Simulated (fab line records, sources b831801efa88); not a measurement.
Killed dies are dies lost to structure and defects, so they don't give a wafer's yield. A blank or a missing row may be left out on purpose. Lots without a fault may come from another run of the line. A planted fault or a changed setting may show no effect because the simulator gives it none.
Which tool did it? | flow gf180mcu | 12 lots, 36 wafers sampled, at 4 steps of a route of 602

WHAT THE GAUGES READ, wafer by wafer
GF_STI_CD_MEAS_12: target cd 220 nm. Usual: cd_nm 220.1 nm, standard deviation 1.1.
lot  | measured    | on        | cd_nm (nm)        | flag
L494 | day 2 06:29 | cd_sem-02 | 221.0 220.1 221.4 |
L495 | day 2 10:25 | cd_sem-02 | 221.9 220.8 221.1 |
L496 | day 2 16:10 | cd_sem-01 | 219.2 219.2 219.5 |
L497 | day 3 01:20 | cd_sem-02 | 220.1 219.8 219.9 |
L499 | day 3 08:01 | cd_sem-01 | 219.8 219.7 219.1 |
L500 | day 3 13:11 | cd_sem-02 | 220.3 220.3 221.0 |
L501 | day 3 18:22 | cd_sem-02 | 220.2 218.8 218.4 |
L503 | day 4 05:04 | cd_sem-01 | 219.5 218.8 219.9 |
L508 | day 5 06:26 | cd_sem-02 | 221.0 219.7 219.4 |
L510 | day 5 18:05 | cd_sem-01 | 221.2 220.8 220.7 |
L512 | day 6 02:10 | cd_sem-01 | 219.6 220.9 220.2 |
L516 | day 7 00:45 | cd_sem-01 | 220.0 220.5 221.3 |

GF_POLY_GATE_THK_MEAS_01. Usual: POLY_GATE_CVD_00_THK 199.6 nm, standard deviation 1.9.
lot  | measured     | on            | POLY_GATE_CVD_00_THK (nm) | flag
L494 | day 8 18:24  | film_metro-03 | 200.4 200.9 200.2         |
L495 | day 8 21:53  | film_metro-01 | 201.7 199.1 201.2         |
L496 | day 9 05:11  | film_metro-01 | 205.7 204.2 202.8         |
L497 | day 9 16:11  | film_metro-01 | 196.0 196.5 197.0         |
L499 | day 10 03:50 | film_metro-01 | 200.8 198.3 201.5         |
L500 | day 10 14:19 | film_metro-03 | 202.5 203.5 202.0         |
L501 | day 10 16:31 | film_metro-01 | 199.1 198.8 199.8         |
L503 | day 11 09:39 | film_metro-02 | 201.1 202.7 200.2         |
L508 | day 12 23:07 | film_metro-01 | 229.9 234.4 228.5         | OFF
L510 | day 13 19:04 | film_metro-02 | 196.5 197.1 199.7         |
L512 | day 14 02:53 | film_metro-01 | 199.0 199.6 200.2         |
L516 | day 15 07:37 | film_metro-02 | 200.1 202.2 201.2         |

WHICH TOOL RAN EACH LOT (tool, then ch and the chambers of the sampled wafers, then the start)
lot  | GF_VT_IMPLANT_STRIP_31               | GF_POLY_GATE_CVD_00
L494 | plasma_asher-04 ch 0, day 7 04:40    | lpcvd-02 ch 1, day 8 17:04
L495 | plasma_asher-03 ch 0,1, day 7 07:11  | lpcvd-02 ch 1, day 8 20:34
L496 | plasma_asher-03 ch 1, day 7 13:29    | lpcvd-02 ch 1, day 9 03:51
L497 | plasma_asher-04 ch 0,1, day 7 23:10  | lpcvd-01 ch 1, day 9 14:08
L499 | plasma_asher-04 ch 0,1, day 8 11:07  | lpcvd-02 ch 0, day 10 01:49
L500 | plasma_asher-02 ch 0,1, day 8 19:53  | lpcvd-02 ch 0, day 10 12:58
L501 | plasma_asher-04 ch 0,1, day 8 22:02  | lpcvd-01 ch 1, day 10 14:31
L503 | plasma_asher-04 ch 1, day 9 14:55    | lpcvd-02 ch 1, day 11 08:19
L508 | plasma_asher-04 ch 0,1, day 10 22:47 | lpcvd-01 ch 1, day 12 21:47
L510 | plasma_asher-04 ch 0,1, day 11 15:50 | lpcvd-02 ch 0, day 13 17:04
L512 | plasma_asher-02 ch 0,1, day 12 00:46 | lpcvd-01 ch 0, day 14 01:29
L516 | plasma_asher-04 ch 0,1, day 13 07:50 | lpcvd-02 ch 1, day 15 06:16
- GF_VT_IMPLANT_STRIP_31: strips in O2/N2.
- GF_POLY_GATE_CVD_00: deposits poly-Si, target thk 200 nm, time 1200 s.

WHAT THE TOOLS THEMSELVES READ (means of the sampled wafers that have a number; where no wafer has one, the mark that the record gives instead)
GF_VT_IMPLANT_STRIP_31. Usual: drypump_motor_current_A 5.98 A, standard deviation 0.3; heater_power_w 345 W, standard deviation 37; o2_flow_sccm 3001 sccm, standard deviation 9.8; oes_product_au 0.716 a.u., standard deviation 0.0044; strip_time_to_endpoint_s 12.61 s, standard deviation 0.038.
lot  | tool            | drypump_motor_current_A (A) | heater_power_w (W) | o2_flow_sccm (sccm) | oes_product_au (a.u.) | strip_time_to_endpoint_s (s) | flag
L494 | plasma_asher-04 | 6.25                        | 406                | 2994                | 0.718                 | 12.60                        |
L495 | plasma_asher-03 | 5.83                        | 348                | 3007                | 0.717                 | 12.58                        |
L496 | plasma_asher-03 | 6.07                        | 335                | 2997                | 0.719                 | 12.57                        |
L497 | plasma_asher-04 | 6.14                        | 352                | 3001                | 0.717                 | 12.62                        |
L499 | plasma_asher-04 | 6.13                        | 350                | 3008                | 0.712                 | 12.61                        |
L500 | plasma_asher-02 | 6.06                        | 307                | 2992                | 0.715                 | 12.63                        |
L501 | plasma_asher-04 | 6.10                        | 354                | 3008                | 0.712                 | 12.59                        |
L503 | plasma_asher-04 | 6.06                        | 321                | 2999                | 0.713                 | 12.58                        |
L508 | plasma_asher-04 | 6.13                        | 348                | 2999                | 0.715                 | 12.65                        |
L510 | plasma_asher-04 | 6.18                        | 382                | 2995                | 0.718                 | 12.56                        |
L512 | plasma_asher-02 | 6.03                        | 313                | 2998                | 0.718                 | 12.65                        |
L516 | plasma_asher-04 | 6.18                        | 384                | 3004                | 0.711                 | 12.64                        |

GF_POLY_GATE_CVD_00. Usual: spike_tc_centre_C 621.4 C, standard deviation 1.6; zone_power_centre_pct 10.2 %, standard deviation 0.35; zone_power_lower_pct 9.1 %, standard deviation 0.36; zone_power_upper_pct 8.2 %, standard deviation 0.49.
lot  | tool     | spike_tc_centre_C (C) | zone_power_centre_pct (%) | zone_power_lower_pct (%) | zone_power_upper_pct (%) | flag
L494 | lpcvd-02 | 619.3                 | 10.3                      | 9.0                      | 8.7                      |
L495 | lpcvd-02 | 620.2                 | 10.4                      | 9.2                      | 8.8                      |
L496 | lpcvd-02 | 621.0                 | 10.4                      | 8.9                      | 8.7                      |
L497 | lpcvd-01 | 621.2                 | 10.6                      | 9.5                      | 8.2                      |
L499 | lpcvd-02 | 622.1                 | 10.4                      | 8.4                      | 8.1                      |
L500 | lpcvd-02 | 622.7                 | 10.3                      | 8.5                      | 8.1                      |
L501 | lpcvd-01 | 619.9                 | 10.5                      | 9.5                      | 8.3                      |
L503 | lpcvd-02 | 621.1                 | 10.4                      | 9.1                      | 8.8                      |
L508 | lpcvd-01 | 638.7                 | 14.1                      | 7.8                      | 6.7                      | OFF
L510 | lpcvd-02 | 621.9                 | 10.3                      | 8.4                      | 8.1                      |
L512 | lpcvd-01 | 623.3                 | 9.8                       | 9.1                      | 7.5                      |
L516 | lpcvd-02 | 620.9                 | 10.4                      | 9.1                      | 8.9                      |

THE ANSWER, worked out from the rows above alone
Rule: a lot is off if the mean of its wafers that have a number lies more than 3 standard deviations from the usual mean. A lot without any number at a reading at which 4 lots or more have one is off too. The other lots that the step has rows for count as sound. The gauges are gone through in route order, then the tools' own readings, and for those a lot's mean is taken as printed above. The first step at which some lot is off is used, and at that step the reading that is off furthest; a lot without a number counts as furthest.
Off: L508, at GF_POLY_GATE_THK_MEAS_01 (POLY_GATE_CVD_00_THK).
A tool fits if, at a process step before that reading, it ran every lot that is off, and no sound lot after the first of them. The gauges at GF_POLY_GATE_THK_MEAS_01 aren't tried: what is off there is off at GF_POLY_GATE_CVD_00 too, on other tools, and a gauge's error can't cause that. None of those tried fits.

WHAT THE SIMULATOR HAD PUT IN
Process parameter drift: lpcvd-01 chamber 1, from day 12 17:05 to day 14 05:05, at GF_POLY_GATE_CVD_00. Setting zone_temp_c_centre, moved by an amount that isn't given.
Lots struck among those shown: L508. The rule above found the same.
